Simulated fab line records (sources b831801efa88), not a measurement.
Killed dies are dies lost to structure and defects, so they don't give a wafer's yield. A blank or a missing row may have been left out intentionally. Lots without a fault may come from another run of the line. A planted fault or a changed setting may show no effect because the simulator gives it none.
fab line records ; flow sky130
[record] lots = 6; wafers = 18; last_day = 50
route steps=708 shown VIA3@582 PAD_OPEN@708
lots untouched by any fault: they come from a run of this same line in which no faults occurred
start_h: hours from the record's first day to the start of the lot's first wafer shown ; wait_h: how many hours have passed since the lot's step before this one ; " unchanged from the row above ; L1.1+2: a single row standing in for several wafers ; - no value present, or no start provided ; * or withheld: withheld ; < > ~ a bound
route shown NAME@n: names a module that has steps shown in the file, with the first one's number in the route ; usual: the fault-free wafers' mean and standard deviation ; same: alike in all rows ; chamber/n: place in a boat ; sites: each site's reading ; _std_site: standard deviation of those values ; _edge_site: the outer-site mean with the inner-site mean subtracted ; radius_mm: how far each site lies from the wafer's centre ; mask NAME#n: copy n ; behind: the last tool/chamber to shape the wafer ; hold: cause of the lot's hold/its duration in hours/its outcome ; device: transistor that didn't switch, given as n, p or np ; end of line: the same wafers' tests at the end of the route ; a step without rows: its recipe alone ; killed: dies that structure and defects cost at the first sort, which is not the same as the wafer's yield ; map: dies across one wafer; x = killed, . = not, _ = none there
set.NAME: the run value of the setting; set.NAME@STEP: its run value at that earlier step ; model.NAME: the simulator's own value behind a step, which no gauge read
lots at selected steps of the route; one table per step, one row per wafer
services: when a tool's chamber went out of use (start_h, in hours from the record's first day, below 0 if earlier), for how many hours, and the reason
[[steps]]
[step SKY_VIA3_EXPOSE_09]
[recipe] mask_id = VIM3; na = 0.8; source_shape = annular; sigma_inner = 0.55; sigma_outer = 0.85; target_cd_nm = 200; dose_mj = 38
[step SKY_VIA3_PEB_10]
[recipe] peb_temp_c = withheld; peb_time_s = withheld; resist = KrF-thick
[step SKY_VIA3_DEVELOP_11]
[recipe] develop_time_s = 60; resist = KrF-thick; dev_temp_c = 21
[step SKY_VIA3_CD_MEAS_12]
[recipe] target_cd_nm = 200
[usual] cd_nm = 200.1/1.2
lot.wafer;tool;chamber;start_h;wait_h;cd_nm
L403.1;cd_sem-01;-;964.81;-;199.6
L403.3;cd_sem-01;-;964.81;-;199.8
L403.4;cd_sem-01;-;964.81;-;197.4
L409.1;cd_sem-01;-;1015.24;-;200.9
L409.2;cd_sem-01;-;1015.24;-;200.6
L409.6;cd_sem-01;-;1015.24;-;202.3
L411.1;cd_sem-02;-;1023.56;-;199.5
L411.4;cd_sem-02;-;1023.56;-;199.4
L411.5;cd_sem-02;-;1023.56;-;199.1
L413.3;cd_sem-02;-;1036.63;-;197.6
L413.4;cd_sem-02;-;1036.63;-;200.5
L413.6;cd_sem-02;-;1036.63;-;200.0
L416.3;cd_sem-02;-;1052.30;-;202.1
L416.4;cd_sem-02;-;1052.30;-;202.1
L416.5;cd_sem-02;-;1052.30;-;201.4
L421.2;cd_sem-02;-;1083.26;-;201.0
L421.3;cd_sem-02;-;1083.26;-;200.1
L421.6;cd_sem-02;-;1083.26;-;201.1
[step SKY_VIA3_OVL_MEAS_13]
[usual] VIA3_OVL = 0/5.3
lot.wafer;tool;chamber;start_h;wait_h;VIA3_OVL[nm]
L403.1;overlay-01;-;964.93;0.1;-3
L403.3;overlay-01;-;964.93;0.1;4
L403.4;overlay-01;-;964.93;0.1;-6
L409.1;overlay-01;-;1015.36;0.1;-7
L409.2;overlay-01;-;1015.36;0.1;1
L409.6;overlay-01;-;1015.36;0.1;-3
L411.1;overlay-01;-;1023.68;0.1;4
L411.4;overlay-01;-;1023.68;0.1;7
L411.5;overlay-01;-;1023.68;0.1;5
L413.3;overlay-02;-;1036.72;0.1;6
L413.4;overlay-02;-;1036.72;0.1;-1
L413.6;overlay-02;-;1036.72;0.1;8
L416.3;overlay-02;-;1052.40;0.1;-5
L416.4;overlay-02;-;1052.40;0.1;1
L416.5;overlay-02;-;1052.40;0.1;-5
L421.2;overlay-01;-;1083.36;0.1;-8
L421.3;overlay-01;-;1083.36;0.1;-1
L421.6;overlay-01;-;1083.36;0.1;-6
[step SKY_VIA3_ETCH_14]
[recipe] chemistry = N2/H2; target = BARC; ion_energy_ev = 200; source_w = 500; bias_w = 100; pressure_mtorr = 30; n2_flow_sccm = 100; h2_flow_sccm = 200; stop_on = SiO2; time_s = 45.9; target_depth_a = 600
[usual] drypump_motor_current_A = 5.7/0.48; oes_product_au = 0.854/0.0046; throttle_valve_pct = 13.224/0.0094
lot.wafer;tool;chamber;start_h;wait_h;drypump_motor_current_A;oes_product_au;rf_hours_counter_h;throttle_valve_pct
L403.1;rie_diel-03;3;964.97;0.0;6.1;0.859;13;13.231
L403.3;rie_diel-03;2;964.97;0.0;5.8;0.854;17;13.227
L403.4;rie_diel-03;1;964.97;0.0;5.6;0.851;17;13.220
L409.1;rie_diel-01;1;1015.39;0.0;5.9;0.853;12;13.236
L409.2;rie_diel-01;0;1015.39;0.0;4.9;0.853;7;13.218
L409.6;rie_diel-01;1;1015.39;0.0;5.9;0.853;-;13.213
L411.1;rie_diel-01;3;1023.72;0.0;6.6;0.858;21;13.214
L411.4;rie_diel-01;0;1023.72;0.0;4.9;0.859;8;13.227
L411.5;rie_diel-01;3;1023.72;0.0;6.6;0.851;-;13.215
L413.3;rie_diel-03;2;1036.74;0.0;5.8;0.848;19;13.239
L413.4;rie_diel-03;2;1036.74;0.0;5.8;0.855;-;13.213
L413.6;rie_diel-03;0;1036.74;0.0;5.0;0.852;-;13.215
L416.3;rie_diel-02;2;1052.42;0.0;5.2;0.857;14;13.229
L416.4;rie_diel-02;1;1052.42;0.0;5.7;0.868;15;13.222
L416.5;rie_diel-02;3;1052.42;0.0;5.9;0.852;-;13.214
L421.2;rie_diel-01;3;1083.39;0.0;6.5;0.851;22;13.229
L421.3;rie_diel-01;1;1083.39;0.0;5.9;0.853;14;13.222
L421.6;rie_diel-01;0;1083.39;0.0;4.9;0.860;-;13.213
[step SKY_VIA3_ETCH_15]
[recipe] target = SiO2; chemistry = C4F8/O2/Ar; target_depth_nm = 507; stop_on = TiN; mask_material = KrF-thick; source_w = 1500; bias_w = 1200; pressure_mtorr = 40; c4f8_flow_sccm = withheld; O2_flow_sccm = 6; Ar_flow_sccm = 300; time_s = 78
[usual] oes_product_au = 0.946/0.0049
lot.wafer;tool;chamber;start_h;wait_h;oes_product_au;rf_hours_counter_h
L403.1;rie_diel-03;3;965.01;0.0;0.950;13
L403.3;rie_diel-03;2;965.01;0.0;0.945;17
L403.4;rie_diel-03;1;965.01;0.0;0.953;17
L409.1;rie_diel-01;1;1015.43;0.0;0.947;12
L409.2;rie_diel-01;0;1015.43;0.0;0.947;8
L409.6;rie_diel-01;1;1015.43;0.0;0.948;-
L411.1;rie_diel-01;3;1023.76;0.0;0.947;21
L411.4;rie_diel-01;0;1023.76;0.0;0.949;8
L411.5;rie_diel-01;3;1023.76;0.0;0.945;-
L413.3;rie_diel-03;2;1036.78;0.0;0.945;19
L413.4;rie_diel-03;2;1036.78;0.0;0.944;-
L413.6;rie_diel-03;0;1036.78;0.0;0.949;-
L416.3;rie_diel-02;2;1052.46;0.0;0.950;14
L416.4;rie_diel-02;1;1052.46;0.0;0.946;15
L416.5;rie_diel-02;3;1052.46;0.0;0.943;-
L421.2;rie_diel-01;3;1083.43;0.0;0.948;22
L421.3;rie_diel-01;1;1083.43;0.0;0.959;14
L421.6;rie_diel-01;0;1083.43;0.0;0.942;-
[step SKY_VIA3_STRIP_16]
[recipe] chemistry = O2/N2; power_w = 1400; pressure_mtorr = 1500; platen_temp_c = withheld; o2_flow_sccm = 3000; n2_flow_sccm = 300; overash_fraction = 0.5
[usual] drypump_motor_current_A = 5.7/0.36; oes_product_au = 0.401/0.0048; strip_time_to_endpoint_s = 4.126/0.024
lot.wafer;tool;chamber;start_h;wait_h;drypump_motor_current_A;oes_product_au;rf_hours_counter_h;strip_time_to_endpoint_s
L403.1;plasma_asher-01;1;965.07;0.0;5.4;0.397;22;4.141
L403.3;plasma_asher-01;0;965.07;0.0;5.1;0.411;-;4.153
L403.4;plasma_asher-01;1;965.07;0.0;5.4;0.396;-;4.084
L409.1;plasma_asher-02;0;1015.49;0.0;5.7;0.399;118;4.155
L409.2;plasma_asher-02;1;1015.49;0.0;5.8;0.404;118;4.113
L409.6;plasma_asher-02;1;1015.49;0.0;5.8;0.400;-;4.108
L411.1;plasma_asher-01;0;1023.82;0.0;5.1;0.407;28;4.129
L411.4;plasma_asher-01;0;1023.82;0.0;5.1;0.403;-;4.123
L411.5;plasma_asher-01;0;1023.82;0.0;5.1;0.400;-;4.095
L413.3;plasma_asher-04;0;1036.88;0.1;5.8;0.401;-;4.164
L413.4;plasma_asher-04;1;1036.88;0.1;6.3;0.400;-;4.175
L413.6;plasma_asher-04;0;1036.88;0.1;5.8;0.390;-;4.115
L416.3;plasma_asher-01;1;1052.56;0.1;5.4;0.393;-;4.098
L416.4;plasma_asher-01;0;1052.56;0.1;5.1;0.396;-;4.096
L416.5;plasma_asher-01;0;1052.56;0.1;5.1;0.405;-;4.140
L421.2;plasma_asher-01;0;1083.49;0.0;5.0;0.406;35;4.144
L421.3;plasma_asher-01;0;1083.49;0.0;5.1;0.399;-;4.155
L421.6;plasma_asher-01;1;1083.49;0.0;5.5;0.391;-;4.132
[step SKY_VIA3_STRIP_17]
[recipe] chemistry = post_etch_residue_remover; time_s = 1200; temp_c = 72.5
[step SKY_VIA3_CLEAN_18]
[recipe] chemistry = IPA; time_s = 180; temp_c = 25
[step SKY_VIA3_CLEAN_19]
[recipe] chemistry = O3/DIW; dry = n2_spin
[step SKY_VIA3_SPUTTER_20]
[recipe] material = TiN; target_thk_nm = 20; chamber_pressure_pa = 5; power_w = 4000; time_s = 80
[usual] throttle_valve_pct = 29.2/0.98
lot.wafer;tool;chamber;start_h;wait_h;throttle_valve_pct
L403.1;pvd_sputter-04;-;965.66;0.0;29.2
L403.3;pvd_sputter-04;-;965.66;0.0;27.6
L403.4;pvd_sputter-04;-;965.66;0.0;30.2
L409.1;pvd_sputter-01;-;1016.09;0.0;29.6
L409.2;pvd_sputter-01;-;1016.09;0.0;29.5
L409.6;pvd_sputter-01;-;1016.09;0.0;29.5
L411.1;pvd_sputter-04;-;1024.41;0.0;29.4
L411.4;pvd_sputter-04;-;1024.41;0.0;29.2
L411.5;pvd_sputter-04;-;1024.41;0.0;27.6
L413.3;pvd_sputter-02;-;1037.45;0.0;30.1
L413.4;pvd_sputter-02;-;1037.45;0.0;27.7
L413.6;pvd_sputter-02;-;1037.45;0.0;29.7
L416.3;pvd_sputter-04;-;1053.11;0.0;29.2
L416.4;pvd_sputter-04;-;1053.11;0.0;29.8
L416.5;pvd_sputter-04;-;1053.11;0.0;27.4
L421.2;pvd_sputter-01;-;1084.09;0.0;29.2
L421.3;pvd_sputter-01;-;1084.09;0.0;29.3
L421.6;pvd_sputter-01;-;1084.09;0.0;28.4
[step SKY_VIA3_CVD_21]
[recipe] material = W; target_thk_nm = 390; time_s = 117.31; temp_c = 400; pressure_torr = 40
[usual] heater_power_w = 878/88; susceptor_temp_C = 400.02/0.21
lot.wafer;tool;chamber;start_h;wait_h;heater_power_w;since_wet_clean_h;susceptor_temp_C;model.W_of_VIA3_CVD_21.thk_nm
L403.1;cvd_w-02;1;965.72;0.0;877;562;400.24;396.1
L403.3;cvd_w-02;0;965.72;0.0;1012;-;400.32;394.1
L403.4;cvd_w-02;1;965.72;0.0;863;-;400.29;398.6
L409.1;cvd_w-01;0;1016.26;0.1;810;98;399.68;390.5
L409.2;cvd_w-01;1;1016.26;0.1;807;98;399.96;389.4
L409.6;cvd_w-01;0;1016.26;0.1;818;-;400.16;382
L411.1;cvd_w-02;0;1024.47;0.0;992;620;400.52;395.6
L411.4;cvd_w-02;1;1024.47;0.0;884;-;399.93;393.3
L411.5;cvd_w-02;1;1024.47;0.0;869;-;400.14;397.7
L413.3;cvd_w-01;0;1037.55;0.1;812;-;400.17;428.2
L413.4;cvd_w-01;1;1037.55;0.1;805;-;400.03;389.8
L413.6;cvd_w-01;1;1037.55;0.1;801;-;400.18;390.1
L416.3;cvd_w-01;0;1053.22;0.1;805;-;399.84;428.2
L416.4;cvd_w-01;1;1053.22;0.1;795;-;400.22;392.2
L416.5;cvd_w-01;1;1053.22;0.1;780;-;399.98;387.4
L421.2;cvd_w-02;0;1084.15;0.0;1033;680;400.07;392.8
L421.3;cvd_w-02;1;1084.15;0.0;907;-;400.13;392
L421.6;cvd_w-02;1;1084.15;0.0;895;-;399.86;394.2
[step SKY_VIA3_RS_MEAS_22]
[recipe] thk_meas_gauge = four-point-probe; reads = W_of_VIA3_CVD_21+TiN_of_VIA3_SPUTTER_20
[usual] VIA3_W_RS = 0.2923/0.0027
lot.wafer;tool;chamber;start_h;wait_h;VIA3_W_RS[ohm/sq]
L403.1;film_metro-02;-;965.84;0.1;0.2893
L403.3;film_metro-02;-;965.84;0.1;0.2907
L403.4;film_metro-02;-;965.84;0.1;0.2881
L409.1;film_metro-04;-;1016.38;0.1;0.2931
L409.2;film_metro-04;-;1016.38;0.1;0.2948
L409.6;film_metro-04;-;1016.38;0.1;0.3003
L411.1;film_metro-01;-;1024.59;0.1;0.2886
L411.4;film_metro-01;-;1024.59;0.1;0.2904
L411.5;film_metro-01;-;1024.59;0.1;0.2877
L413.3;film_metro-04;-;1037.67;0.1;0.2672
L413.4;film_metro-04;-;1037.67;0.1;0.2936
L413.6;film_metro-04;-;1037.67;0.1;0.2936
L416.3;film_metro-04;-;1053.34;0.1;0.2675
L416.4;film_metro-04;-;1053.34;0.1;0.2917
L416.5;film_metro-04;-;1053.34;0.1;0.2957
L421.2;film_metro-02;-;1084.29;0.1;0.2916
L421.3;film_metro-02;-;1084.29;0.1;0.2928
L421.6;film_metro-02;-;1084.29;0.1;0.2909
[step SKY_VIA3_THK_MEAS_23]
[recipe] thk_meas_gauge = xrf; reads = W_of_VIA3_CVD_21
[usual] VIA3_W_THK = 388/4.6
lot.wafer;tool;chamber;start_h;wait_h;VIA3_W_THK[nm]
L403.1;film_metro-02;-;965.96;0.1;392
L403.3;film_metro-02;-;965.96;0.1;390
L403.4;film_metro-02;-;965.96;0.1;392
L409.1;film_metro-04;-;1016.50;0.1;391
L409.2;film_metro-04;-;1016.50;0.1;392
L409.6;film_metro-04;-;1016.50;0.1;382
L411.1;film_metro-01;-;1024.71;0.1;394
L411.4;film_metro-01;-;1024.71;0.1;390
L411.5;film_metro-01;-;1024.71;0.1;398
L413.3;film_metro-04;-;1037.77;0.1;423
L413.4;film_metro-04;-;1037.77;0.1;388
L413.6;film_metro-04;-;1037.77;0.1;388
L416.3;film_metro-04;-;1053.44;0.1;425
L416.4;film_metro-04;-;1053.44;0.1;389
L416.5;film_metro-04;-;1053.44;0.1;386
L421.2;film_metro-02;-;1084.40;0.1;383
L421.3;film_metro-02;-;1084.40;0.1;384
L421.6;film_metro-02;-;1084.40;0.1;385
[step SKY_VIA3_CMP_24]
[recipe] stop_on = SiO2; t_overpolish_s = 20; down_force_psi = 3.5; platen_rpm = 60; target_thk_nm = 0; pad_velocity_m_s = 0.94248
[usual] motor_current_A = 11.1/0.85; time_to_endpoint_s = 96/3.4
lot.wafer;tool;chamber;start_h;wait_h;motor_current_A;time_to_endpoint_s
L403.3;cmp-01;0;966.02;0.0;11.2;93
L403.4;cmp-01;2;966.02;0.0;11.0;97
L403.1;cmp-01;3;966.02;0.0;11.2;95
L409.2;cmp-02;0;1016.69;0.2;12.0;94
L409.1;cmp-02;1;1016.69;0.2;12.6;93
L409.6;cmp-02;3;1016.69;0.2;10.0;94
L411.1;cmp-01;0;1024.87;0.1;10.8;98
L411.4;cmp-01;1;1024.87;0.1;11.5;96
L411.5;cmp-01;3;1024.87;0.1;10.7;98
L413.4;cmp-01;3;1037.81;0.0;11.1;95
L413.3;cmp-01;0;1037.81;0.0;10.3;99
L413.6;cmp-01;3;1037.81;0.0;11.3;92
L416.4;cmp-02;0;1053.53;0.1;11.2;97
L416.3;cmp-02;2;1053.53;0.1;10.8;106
L416.5;cmp-02;3;1053.53;0.1;10.2;97
L421.2;cmp-01;1;1084.45;0.0;11.2;98
L421.3;cmp-01;2;1084.45;0.0;11.3;100
L421.6;cmp-01;1;1084.45;0.0;11.2;93
[step SKY_PAD_OPEN_PROBE_99]
[usual] defect_limited_yield = 82.4/2; killed_at_M0_to_M3 = 44/6.5; killed_at_M4_up = 3.3/1.7; killed_at_contacts = 25/5.3; killed_at_front_end = 15/5; killed_at_other = 0.2/0.47; killed_dies = 87/9.9; killed_on_rim = 17/3.8; killed_open = 47/8; killed_short = 39/6.1; sort_bin_3_pad_short = 0.9/0.43; sort_bin_5_function = 10.4/1.5; sort_bin_6_memory = 6.2/1.2; sort_n_pass = 405/9.9; sort_yield_pct = 82.4/2
[same] gross_dies = 492; killed_at_back_side = 0; sort_bin_4_leakage[%] = 0; sort_bin_8_speed[%] = 0
lot.wafer;tool;chamber;start_h;wait_h;defect_limited_yield[%];killed_at_M0_to_M3;killed_at_M4_up;killed_at_contacts;killed_at_front_end;killed_at_other;killed_dies;killed_on_rim;killed_open;killed_short;sort_bin_3_pad_short[%];sort_bin_5_function[%];sort_bin_6_memory[%];sort_n_pass;sort_yield_pct[%]
L409.1;prober-02;-;1147.82;0.1;79.1;59;4;25;15;0;103;15;53;50;1.0;12.0;7.9;389;79.1
L409.2;prober-02;-;1147.87;0.1;81.7;38;2;31;19;0;90;21;45;45;0.8;10.4;7.1;402;81.7
L409.6;prober-02;-;1148.07;0.2;85.4;41;2;18;11;0;72;16;40;32;0.6;8.5;5.5;420;85.4
L411.1;prober-02;-;1154.23;0.1;82.9;41;2;28;13;0;84;13;34;50;1.0;9.1;6.9;408;82.9
L411.4;prober-02;-;1154.38;0.2;80.3;49;4;24;20;0;97;23;54;43;1.6;11.4;6.7;395;80.3
L411.5;prober-02;-;1154.43;0.2;82.7;48;2;29;6;0;85;13;45;40;1.0;10.4;5.9;407;82.7
L416.3;prober-01;-;1176.28;0.2;82.3;40;3;30;14;0;87;20;51;36;0.8;12.2;4.7;405;82.3
L416.4;prober-01;-;1176.33;0.2;82.3;41;1;37;7;1;87;10;57;30;1.8;9.8;6.1;405;82.3
L416.5;prober-01;-;1176.38;0.2;85.4;38;6;15;13;0;72;17;38;34;1.0;7.5;6.1;420;85.4
// killed by level:class
L409.1 LI_CONTACT:geometric_particle:open=10 VIA3:geometric_particle:open=8 METAL2:geometric_particle:short=7 CONTACT:geometric_particle:open=7 VIA1:geometric_particle:open=7 VIA2:geometric_particle:short=6 METAL1:geometric_particle:short=5 VIA1:geometric_particle:short=5
L409.2 VIA1:geometric_particle:open=12 LI_CONTACT:geometric_particle:open=9 FIELD_ISO:geometric_particle:short=6 LI_CONTACT:geometric_particle:short=6 CONTACT:geometric_particle:open=6 VIA2:geometric_particle:open=6 CONTACT:geometric_particle:short=5 POLY_GATE:geometric_particle:short=4
L409.6 CONTACT:geometric_particle:open=8 VIA1:geometric_particle:open=8 VIA2:geometric_particle:open=6 CONTACT:geometric_particle:short=5 METAL2:geometric_particle:short=5 VIA3:geometric_particle:open=5 POLY_GATE:geometric_particle:short=4 FIELD_ISO:geometric_particle:open=3
L411.1 METAL1:geometric_particle:short=12 LI_CONTACT:geometric_particle:open=10 CONTACT:geometric_particle:open=9 VIA1:geometric_particle:open=7 FIELD_ISO:geometric_particle:short=5 POLY_GATE:geometric_particle:short=5 CONTACT:geometric_particle:short=5 VIA1:geometric_particle:short=5
L411.4 VIA1:geometric_particle:open=10 CONTACT:geometric_particle:open=9 VIA3:geometric_particle:open=9 VIA1:geometric_particle:short=8 METAL2:geometric_particle:short=6 FIELD_ISO:geometric_particle:open=5 LOCAL_INTERCONNECT:geometric_particle:short=5 FIELD_ISO:geometric_particle:short=4
L411.5 VIA1:geometric_particle:open=16 LI_CONTACT:geometric_particle:open=8 CONTACT:geometric_particle:open=7 METAL2:geometric_particle:short=6 VIA2:geometric_particle:open=6 LOCAL_INTERCONNECT:geometric_particle:short=5 CONTACT:geometric_particle:short=5 LI_CONTACT:geometric_particle:short=4
L416.3 VIA1:geometric_particle:open=12 CONTACT:geometric_particle:open=10 CONTACT:geometric_particle:short=9 VIA2:geometric_particle:open=7 LI_CONTACT:geometric_particle:open=5 VIA1:geometric_particle:short=5 VIA3:geometric_particle:open=5 LOCAL_INTERCONNECT:geometric_particle:short=4
L416.4 CONTACT:geometric_particle:open=16 VIA1:geometric_particle:open=15 CONTACT:geometric_particle:short=8 LI_CONTACT:geometric_particle:open=7 VIA3:geometric_particle:open=7 METAL1:geometric_particle:short=4 VIA1:geometric_particle:short=4 VIA2:geometric_particle:open=3
L416.5 VIA1:geometric_particle:open=10 FIELD_ISO:geometric_particle:open=6 CONTACT:geometric_particle:open=6 VIA3:geometric_particle:open=6 METAL4:geometric_particle:short=6 FIELD_ISO:geometric_particle:short=5 VIA1:geometric_particle:short=5 METAL2:geometric_particle:short=5
[[services]]
tool;chamber;start_h;hours;kind
cmp-02;-;963.30;0.8;repair
rie_diel-02;2;970.29;10.5;repair
cmp-01;-;974.10;1.0;repair
pvd_sputter-04;-;979.53;5.0;repair
rie_diel-01;2;979.89;3.0;repair
cmp-01;-;983.39;4.4;pm
rie_diel-02;0;986.08;10.7;repair
pvd_sputter-04;-;988.26;1.0;repair
cmp-02;-;990.35;3.3;repair
cmp-02;-;993.98;5.1;pm
cvd_w-01;-;1001.37;1.9;repair
cvd_w-01;-;1002.64;0.4;repair
rie_diel-02;0;1009.67;21.2;repair
cvd_w-02;1;1011.19;3.4;repair
rie_diel-02;2;1012.58;4.7;repair
cvd_w-02;-;1015.51;0.9;repair
rie_diel-03;-;1022.76;0.2;repair
rie_diel-01;1;1025.76;5.8;repair
cvd_w-01;-;1027.61;6.0;pm
rie_diel-03;1;1035.06;9.0;repair
cvd_w-01;-;1037.99;1.5;repair
cvd_w-02;-;1040.62;4.3;pm
cvd_w-01;-;1055.86;3.8;pm
cvd_w-02;-;1065.58;2.8;pm
[[key]]
[first_sign] step = SKY_VIA3_RS_MEAS_22; reading = VIA3_W_RS; direction = down; sigmas = 9.2; usual = 0.2923; struck = 0.2673
[effect] step = SKY_VIA3_THK_MEAS_23; reading = VIA3_W_THK; direction = up; sigmas = 7.9; usual = 388; struck = 424
[model_effect] step = SKY_VIA3_CVD_21; value = W_of_VIA3_CVD_21.thk_nm; without = 391.4; struck = 428.2
met_at SKY_VIA3_CVD_21
struck_wafers L413.3,L416.3
onset_between 1016.26 1037.55
[fault] kind = process_parameter_drift; tool = cvd_w-01; chamber = 0; onset_h = 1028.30; steps = SKY_VIA3_CVD_21; channel = target_thk_nm; offset = 36.785; shape = step; end_h = 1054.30; acts_in = these_recipes_only; stated = 390
